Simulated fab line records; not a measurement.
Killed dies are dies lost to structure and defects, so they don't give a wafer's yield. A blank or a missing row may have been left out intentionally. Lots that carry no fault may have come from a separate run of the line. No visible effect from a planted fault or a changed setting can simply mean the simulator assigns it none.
The tool behind it: which one? -- flow gf180mcu -- 14 lots with 42 wafers sampled at 3 steps, on a route of 602 steps

## WHAT EACH GAUGE READ, for each wafer
GF_NSD_TW_MEAS_12. Usual: NSD_TW gives 4241 (standard deviation 17).
lot,measured,on,NSD_TW,flag
L919,day 14 14:20,film metro-01,4229 4227 4241,
L918,day 14 17:35,film metro-02,4239 4255 4251,
L920,day 14 20:55,film metro-01,4239 4258 4218,
L921,day 15 08:26,film metro-03,4259 4287 4252,
L922,day 15 14:19,film metro-01,4248 4225 4252,
L923,day 16 02:29,film metro-01,4213 4229 4221,
L924,day 16 09:47,film metro-01,4233 4232 4242,
L926,day 17 07:47,film metro-02,4234 4274 4251,
L927,day 17 14:12,film metro-01,4266 4248 4255,
L928,day 18 07:13,film metro-02,4229 4254 4237,
L933,day 19 12:05,film metro-01,4255 4250 4250,
L936,day 20 16:44,film metro-02,4227 4231 4215,
L937,day 21 00:50,film metro-03,4244 4266 4258,
L938,day 21 12:00,film metro-02,4241 4218 4220,

GF_PSD_CD_MEAS_07: the cd target is 400 nm. Usual: cd nm at 399.5 nm, with a standard deviation of 1.9.
lot,measured,on,cd nm (nm),flag
L919,day 15 12:00,cd sem-02,398.0 399.1 397.8,
L918,day 15 15:41,cd sem-02,402.9 402.3 404.6,
L920,day 15 17:19,cd sem-02,400.0 403.0 401.7,
L921,day 16 06:33,cd sem-02,400.1 399.2 399.6,
L922,day 16 12:42,cd sem-01,398.1 398.5 399.0,
L923,day 17 01:48,cd sem-01,403.0 403.7 400.8,
L924,day 17 08:53,cd sem-02,399.0 399.3 398.3,
L926,day 18 06:52,cd sem-02,400.9 398.0 398.1,
L927,day 18 14:13,cd sem-02,401.4 401.1 399.3,
L928,day 19 07:15,cd sem-02,397.4 400.8 398.3,
L933,day 20 12:19,cd sem-02,400.4 403.0 402.0,
L936,day 21 16:32,cd sem-01,399.7 398.6 400.8,
L937,day 21 23:59,cd sem-01,398.4 396.1 397.4,
L938,day 22 10:43,cd sem-02,399.9 397.8 399.4,

## WHAT TOOL EACH LOT RAN ON (gives the tool, then ch and the chambers of the sampled wafers, and finally the start)
lot,GF_HV_LDD_IMPLANT_35
L919,"implanter-04 ch 0, day 12 18:14"
L918,"implanter-04 ch 0, day 12 20:40"
L920,"implanter-01 ch 0, day 13 00:25"
L921,"implanter-04 ch 0, day 13 09:55"
L922,"implanter-02 ch 0, day 13 15:43"
L923,"implanter-02 ch 0, day 14 03:38"
L924,"implanter-01 ch 0, day 14 08:26"
L926,"implanter-02 ch 0, day 15 05:52"
L927,"implanter-02 ch 0, day 15 11:50"
L928,"implanter-01 ch 0, day 16 05:11"
L933,"implanter-04 ch 0, day 17 08:37"
L936,"implanter-02 ch 0, day 18 12:17"
L937,"implanter-02 ch 0, day 18 20:41"
L938,"implanter-02 ch 0, day 19 07:04"
- GF_HV_LDD_IMPLANT_35

## AS READ BY THE TOOLS THEMSELVES (means over the sampled wafers that have a number; for cases with no such wafer, the mark the record gives instead)
GF_HV_LDD_IMPLANT_35. Usual: beam energy keV at 60.003, with a standard deviation of 0.018.
lot,tool,beam energy keV,flag
L919,implanter-04,59.982,
L918,implanter-04,59.990,
L920,implanter-01,60.016,
L921,implanter-04,59.986,
L922,implanter-02,60.007,
L923,implanter-02,60.011,
L924,implanter-01,60.009,
L926,implanter-02,55.979,OFF
L927,implanter-02,55.990,OFF
L928,implanter-01,60.016,
L933,implanter-04,59.978,
L936,implanter-02,59.970,
L937,implanter-02,59.993,
L938,implanter-02,59.997,

## THE ANSWER, worked out from the rows above alone
Rule: a lot is off if the mean of its wafers that have a number lies more than 3 standard deviations from the usual mean. Also off: a lot with no number at a reading for which 4 or more lots have one. The other lots that the step has rows for count as sound. Order of review: gauges by route order, followed by the tools' own readings, for which a lot's mean as printed above is used. At the first step where some lot is off, the reading lying furthest off is the one used; lots without a number count as furthest.
Off, at GF_HV_LDD_IMPLANT_35 on beam energy keV: L926, L927.
A tool fits if, at that step or a process step before it, it ran every lot that is off, and no sound lot after the first of them. None of those tried fits.

## WHAT WAS PUT IN BY THE SIMULATOR
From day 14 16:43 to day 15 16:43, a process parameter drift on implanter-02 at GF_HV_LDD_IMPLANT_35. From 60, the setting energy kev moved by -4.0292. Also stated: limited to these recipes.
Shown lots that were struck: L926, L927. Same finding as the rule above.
